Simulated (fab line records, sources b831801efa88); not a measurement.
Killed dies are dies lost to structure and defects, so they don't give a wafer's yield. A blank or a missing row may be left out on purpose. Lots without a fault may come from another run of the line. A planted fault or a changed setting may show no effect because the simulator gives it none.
fab line records | flow sky130
record lots=4 wafers=12 last_day=49
route steps=708 shown VIA3@578 METAL4@598 CAP2M@603 PAD_OPEN@708
lots that met no fault: from a run of the same line without faults
start_h: hours from the record's first day to the start of the lot's first wafer shown | wait_h: hours since the lot's step before | " the same as in the row above | L1.1+2: a row that stands for several wafers | - no value, or no start given | * or withheld: withheld | < > ~ a bound
route shown NAME@n: a module of which the file shows steps, and the number in the route of the first | usual: mean/standard deviation of fault-free wafers | same: alike in all rows | chamber/n: place in a boat | sites: the reading at each site | _std_site: their standard deviation | _edge_site: outer sites' mean less inner sites' | radius_mm: how far each site lies from the wafer's centre | mask NAME#n: copy n | behind: the tool/chamber that last shaped the wafer | hold: why the lot was held/for how many hours/how that ended | device: the transistor (n, p or np) that didn't switch | end of line: the same wafers' tests at the end of the route | a step without rows: its recipe alone | killed: dies lost to structure and defects at the first sort, not the wafer's yield | map: a wafer's dies, x killed, . not, _ none there
set.NAME: the setting as run; set.NAME@STEP: as run at that earlier step | model.NAME: the simulator's own value behind a step, which no gauge read
lots at some steps of the route; a table a step, a row a wafer
## steps
# step SKY_VIA3_HMDS_05
# recipe prime_time_s=60 prime_temp_c=120
# step SKY_VIA3_COAT_06
# recipe resist=BARC temp_c=withheld time_s=withheld spin_rpm=3000 resist_thk_nm=60
# step SKY_VIA3_COAT_07
# recipe resist=KrF-thick spin_rpm=3000 resist_thk_nm=450
# step SKY_VIA3_SOFTBAKE_08
# recipe temp_c=100 time_s=90 resist=KrF-thick
# step SKY_VIA3_EXPOSE_09
# recipe mask_id=VIM3 na=0.8 source_shape=annular sigma_inner=0.55 sigma_outer=0.85 target_cd_nm=200 dose_mj=38
# step SKY_VIA3_PEB_10
# recipe peb_temp_c=withheld peb_time_s=withheld resist=KrF-thick
# step SKY_VIA3_DEVELOP_11
# recipe develop_time_s=60 resist=KrF-thick dev_temp_c=21
# step SKY_VIA3_ETCH_14
# recipe chemistry=N2/H2 target=BARC ion_energy_ev=200 source_w=500 bias_w=100 pressure_mtorr=30 n2_flow_sccm=100 h2_flow_sccm=200 stop_on=SiO2 time_s=45.9 target_depth_a=600
# step SKY_VIA3_ETCH_15
# recipe target=SiO2 chemistry=C4F8/O2/Ar target_depth_nm=507 stop_on=TiN mask_material=KrF-thick source_w=1500 bias_w=1200 pressure_mtorr=40 c4f8_flow_sccm=withheld O2_flow_sccm=6 Ar_flow_sccm=300 time_s=78
# step SKY_VIA3_STRIP_16
# recipe chemistry=O2/N2 power_w=1400 pressure_mtorr=1500 platen_temp_c=withheld o2_flow_sccm=3000 n2_flow_sccm=300 overash_fraction=0.5
# step SKY_VIA3_STRIP_17
# recipe chemistry=post_etch_residue_remover time_s=1200 temp_c=72.5
# usual bath_heat_duty_pct=14.5/1.9
# columns lot.wafer tool chamber start_h wait_h bath_heat_duty_pct
L783.2 wet_bench-03 3 1011.63 0.1 13.7
L783.4 " 3 " " 13.4
L783.5 " 3 " " 13.5
L786.1 wet_bench-03 0 1026.45 0.1 18.3
L786.5 " 0 " " 16.7
L786.6 " 0 " " 17.1
L788.1 wet_bench-03 3 1036.03 0.1 14.8
L788.3 " 3 " " 13.6
L788.6 " 3 " " 15.0
L792.1 wet_bench-02 2 1064.58 0.1 13.9
L792.2 " 2 " " 14.7
L792.4 " 2 " " 14.6
# step SKY_VIA3_CLEAN_18
# recipe chemistry=IPA time_s=180 temp_c=25
# step SKY_VIA3_CLEAN_19
# recipe chemistry=O3/DIW dry=n2_spin
# step SKY_VIA3_SPUTTER_20
# recipe material=TiN target_thk_nm=20 chamber_pressure_pa=5 power_w=4000 time_s=80
# step SKY_VIA3_CVD_21
# recipe material=W target_thk_nm=390 time_s=117.31 temp_c=400 pressure_torr=40
# step SKY_VIA3_CMP_24
# recipe stop_on=SiO2 t_overpolish_s=20 down_force_psi=3.5 platen_rpm=60 target_thk_nm=0 pad_velocity_m_s=0.94248
# step SKY_METAL4_SPUTTER_00
# recipe material=Ti target_thk_nm=15 power_w=3000 time_s=10 chamber_pressure_pa=0.4
# step SKY_METAL4_SPUTTER_01
# recipe material=TiN target_thk_nm=20 power_w=6500 time_s=16.7 chamber_pressure_pa=0.4
# step SKY_METAL4_SPUTTER_02
# recipe material=AlCu target_thk_nm=735 power_w=10600 time_s=39.1 chamber_pressure_pa=0.4
# step SKY_METAL4_SPUTTER_03
# recipe material=Ti target_thk_nm=5 power_w=3000 time_s=3.3 chamber_pressure_pa=0.4
# step SKY_METAL4_SPUTTER_04
# recipe material=TiN target_thk_nm=70 power_w=6500 time_s=58.3 chamber_pressure_pa=0.4
# step SKY_CAP2M_CVD_00
# recipe material=SiO2 target_thk_nm=15.5 temp_c=400 time_s=withheld rf_w=450
# step SKY_CAP2M_SPUTTER_02
# recipe material=TiN target_thk_nm=200 temp_c=300 power_w=6500 time_s=166.7 chamber_pressure_pa=0.4
# step SKY_CAP2M_DEHYDRATE_05
# recipe temp_c=200 time_s=60
# step SKY_CAP2M_HMDS_06
# recipe prime_time_s=60 prime_temp_c=120
# step SKY_CAP2M_COAT_07
# recipe resist=NOVOLAK spin_rpm=3000 resist_thk_nm=1140
# step SKY_CAP2M_SOFTBAKE_08
# recipe temp_c=90 time_s=60 resist=NOVOLAK
# step SKY_CAP2M_EXPOSE_09
# recipe mask_id=CAP2M na=0.6 source_shape=conventional sigma_outer=0.6 polarization=unpolarized target_cd_nm=1000 dose_mj=159
# step SKY_CAP2M_PEB_10
# recipe temp_c=withheld time_s=* resist=NOVOLAK
# step SKY_CAP2M_DEVELOP_11
# recipe resist=NOVOLAK developer=TMAH develop_time_s=60 dev_temp_c=23
# step SKY_CAP2M_METAL_ETCH_13
# recipe target_depth_nm=220 stop_on=SiO2 chemistry=Cl2/BCl3 target=TiN pressure_mtorr=10 icp_w=900 bias_w=48.5 Cl2_flow_sccm=60 bcl3_flow_sccm=30 time_s=62.9
# step SKY_CAP2M_STRIP_14
# recipe chemistry=O2/N2 power_w=1400 pressure_mtorr=1500 platen_temp_c=withheld o2_flow_sccm=3000 n2_flow_sccm=300 overash_fraction=0.5
# step SKY_CAP2M_STRIP_15
# recipe chemistry=post_etch_residue_remover time_s=1200 temp_c=72.5
# step SKY_CAP2M_CLEAN_16
# recipe chemistry=IPA time_s=180 temp_c=25
# step SKY_PAD_OPEN_PROBE_99
# usual defect_limited_yield=82.4/1.9 killed_at_M0_to_M3=44/7.2 killed_at_M4_up=3.4/2.1 killed_at_contacts=24/5.5 killed_at_front_end=15/4.6 killed_at_other=0.4/0.64 killed_dies=86/9.1 killed_open=47/7.5 killed_short=39/5.8 sort_bin_3_pad_short=0.9/0.41 sort_bin_5_function=10.4/1.5 sort_bin_6_memory=6.3/1.2 sort_n_pass=406/9.1 sort_yield_pct=82.4/1.9
# same gross_dies=492 killed_at_back_side=0 sort_bin_4_leakage[%]=0 sort_bin_8_speed[%]=0
# columns lot.wafer tool chamber start_h wait_h hold defect_limited_yield[%] killed_at_M0_to_M3 killed_at_M4_up killed_at_contacts killed_at_front_end killed_at_other killed_dies killed_open killed_short sort_bin_3_pad_short[%] sort_bin_5_function[%] sort_bin_6_memory[%] sort_n_pass sort_yield_pct[%] model.etest.tester.sort_n_pass model.etest.tester.sort_yield_pct model.etest.tester.sort_bin_5_pct model.etest.tester.sort_bin_3_pct
L783.2 prober-02 - 1144.27 0.1 - 84.6 45 0 18 13 0 76 37 39 1.2 8.7 5.5 416 84.6 416 84.55 8.74 1.22
L783.4 prober-02 - 1144.37 0.2 - 85.4 38 0 21 12 1 72 43 29 0.2 10.0 4.5 420 85.4 420 85.37 9.959 0.2033
L783.5 prober-02 - 1144.42 0.2 - 81.3 50 1 28 12 1 92 46 46 0.8 12.6 5.3 400 81.3 400 81.3 12.6 0.813
L786.1 prober-02 - 1157.11 0.1 await_dispo/3.2h/release 75.8 67 6 28 18 0 119 48 36 1.0 14.6 8.5 373 75.8 373 75.81 14.63 1.016
L786.5 prober-02 - 1157.31 0.2 await_dispo/3.2h/release 76.4 86 3 15 12 0 116 42 27 2.4 14.2 6.9 376 76.4 376 76.42 14.23 2.439
L786.6 prober-02 - 1157.36 0.2 await_dispo/3.2h/release 76.8 81 4 19 10 0 114 40 31 2.0 13.0 8.1 378 76.8 378 76.83 13.01 2.033
L788.1 prober-01 - 1163.11 0.1 await_dispo/3.2h/release 75.6 86 4 20 10 0 120 56 35 2.8 16.1 5.5 372 75.6 372 75.61 16.06 2.846
L788.3 prober-01 - 1163.21 0.2 await_dispo/3.2h/release 76.8 74 1 17 22 0 114 44 38 1.4 13.6 8.1 378 76.8 378 76.83 13.62 1.423
L788.6 prober-01 - 1163.36 0.2 await_dispo/3.2h/release 79.5 74 2 14 9 2 101 44 27 0.8 14.6 5.1 391 79.5 391 79.47 14.63 0.813
L792.1 prober-01 - 1186.34 0.1 - 82.7 46 3 27 9 0 85 51 34 1.4 10.0 5.9 407 82.7 407 82.72 9.959 1.423
L792.2 prober-01 - 1186.39 0.1 - 81.9 44 5 28 12 0 89 48 41 0.6 9.6 7.9 403 81.9 403 81.91 9.553 0.6098
L792.4 prober-01 - 1186.49 0.2 - 81.7 42 4 30 14 0 90 50 40 0.8 9.8 7.7 402 81.7 402 81.71 9.756 0.813
# killed by level:class
L783.2 VIA2:geometric_particle:open=10 METAL1:geometric_particle:short=7 LOCAL_INTERCONNECT:geometric_particle:short=6 VIA1:geometric_particle:open=6 POLY_GATE:geometric_particle:short=5 LI_CONTACT:geometric_particle:open=5 METAL3:geometric_particle:short=5 CONTACT:geometric_particle:open=4
L783.4 VIA1:geometric_particle:open=11 LI_CONTACT:geometric_particle:open=8 FIELD_ISO:geometric_particle:open=5 CONTACT:geometric_particle:open=5 VIA3:geometric_particle:open=5 VIA3:geometric_particle:short=5 VIA1:geometric_particle:short=4 METAL1:geometric_particle:short=4
L783.5 VIA1:geometric_particle:open=15 CONTACT:geometric_particle:open=10 VIA1:geometric_particle:short=9 LI_CONTACT:geometric_particle:open=8 METAL1:geometric_particle:short=7 METAL2:geometric_particle:short=7 LOCAL_INTERCONNECT:geometric_particle:short=6 POLY_GATE:geometric_particle:short=5
L786.1 VIA3:unspecified=35 VIA1:geometric_particle:open=13 CONTACT:geometric_particle:open=8 CONTACT:geometric_particle:short=6 VIA2:geometric_particle:open=6 FIELD_ISO:geometric_particle:open=5 LI_CONTACT:geometric_particle:short=5 LI_CONTACT:geometric_particle:open=5
L786.5 VIA3:unspecified=47 CONTACT:geometric_particle:open=10 VIA1:geometric_particle:open=9 VIA2:geometric_particle:open=9 VIA3:geometric_particle:open=5 VIA1:geometric_particle:short=4 FIELD_ISO:geometric_particle:open=3 FIELD_ISO:geometric_particle:short=3
L786.6 VIA3:unspecified=43 VIA1:geometric_particle:open=12 FIELD_ISO:geometric_particle:short=7 LI_CONTACT:geometric_particle:open=6 CONTACT:geometric_particle:open=6 LI_CONTACT:geometric_particle:short=4 VIA2:geometric_particle:open=4 METAL1:geometric_particle:short=3
L788.1 VIA3:unspecified=29 VIA1:geometric_particle:open=15 VIA2:geometric_particle:open=11 METAL2:geometric_particle:short=10 LI_CONTACT:geometric_particle:open=9 VIA3:geometric_particle:open=6 VIA1:geometric_particle:short=5 CONTACT:geometric_particle:open=4
L788.3 VIA3:unspecified=32 VIA1:geometric_particle:open=9 VIA2:geometric_particle:open=9 VIA1:geometric_particle:short=7 CONTACT:geometric_particle:open=7 FIELD_ISO:geometric_particle:short=6 FIELD_ISO:geometric_particle:open=5 POLY_GATE:geometric_particle:short=5
L788.6 VIA3:unspecified=30 VIA1:geometric_particle:open=13 VIA2:geometric_particle:open=11 VIA3:geometric_particle:open=6 CONTACT:geometric_particle:short=5 CONTACT:geometric_particle:open=4 FIELD_ISO:geometric_particle:open=3 VIA3:geometric_particle:short=3
L792.1 VIA1:geometric_particle:open=13 CONTACT:geometric_particle:open=12 METAL1:geometric_particle:short=9 VIA2:geometric_particle:open=8 LI_CONTACT:geometric_particle:open=5 LOCAL_INTERCONNECT:geometric_particle:short=4 CONTACT:geometric_particle:short=4 METAL3:geometric_particle:short=4
L792.2 LI_CONTACT:geometric_particle:open=9 METAL2:geometric_particle:short=9 CONTACT:geometric_particle:short=8 CONTACT:geometric_particle:open=7 VIA1:geometric_particle:open=6 VIA3:geometric_particle:short=6 VIA2:geometric_particle:open=6 METAL1:geometric_particle:short=5
L792.4 LI_CONTACT:geometric_particle:open=8 VIA2:geometric_particle:open=8 VIA1:geometric_particle:open=7 LI_CONTACT:geometric_particle:short=6 CONTACT:geometric_particle:open=6 VIA1:geometric_particle:short=6 VIA3:geometric_particle:open=6 FIELD_ISO:geometric_particle:open=5
# map L786.1 (x killed, . not)
__________......x..._________
________..x..........x_______
______.................._____
_____.....x.............x____
____.x..x...........x.x...___
___..x....x....x..x.x.....x__
__.........x.......x...xx..._
_..........xx..x...x..x......
_....x....x..x...........x.xx
_..xx.xx.xxx........x..x....x
_.xxxxxxxxx.......xx.........
_...xxxxx..x.x...xx.....x....
_..xxxxxxxxx.xx........xx...x
_...xxxxxx....x.......x..xx..
_..xxxxxx.x...........xx.....
__..x..x.....x..xx.x...xx..._
___...x..x.............x...__
____xxx.x.........x.......___
_____.....xx......x...x..____
______.x...........x.x.._____
________x.........x..._______
__________.........._________
# map L788.1 (x killed, . not)
__________xxxxxxx.x._________
________.xxxxxxxxx..x._______
______...xxxxxxxx.xx..x._____
_____......xxxxx.........____
____...x.x......x.x..x....___
___.x....x...xx.x..........__
__..x..........xx....x...x.._
_x.x.x...x...................
_..................x....x....
_.x......x.x..x.x..x.x......x
_.xxx.......x....xx..........
_.x...xx...xx.....x........x.
_.......x.xxx.....x.xx..x....
_.xxx.x.........x............
_..........x..........x..xxx.
__....x......x..x.....xx...._
___x....x.x.......x...x.xx.__
____.x...x...x............___
_____....x...x....x..x...____
______.........x..x....._____
________..........xx.._______
__________.x..x....x_________
## key
first_sign step=SKY_PAD_OPEN_PROBE_99 reading=killed_at_M0_to_M3 direction=up sigmas=4.8 usual=44 struck=78
effect step=SKY_PAD_OPEN_PROBE_99 reading=defect_limited_yield direction=down sigmas=3 usual=82.4 struck=76.8
model_effect step=SKY_PAD_OPEN_PROBE_99 value=etest.tester.sort_n_pass without=411 struck=378
met_at SKY_VIA3_STRIP_17
struck_wafers L786.1,L786.5,L786.6,L788.1,L788.3,L788.6
onset_between 1011.63 1026.45
fault kind=chamber_particle_source tool=wet_bench-03 chamber=- onset_h=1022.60 steps=SKY_VIA3_STRIP_17 rate_per_visit_cm2=0.43292 end_h=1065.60
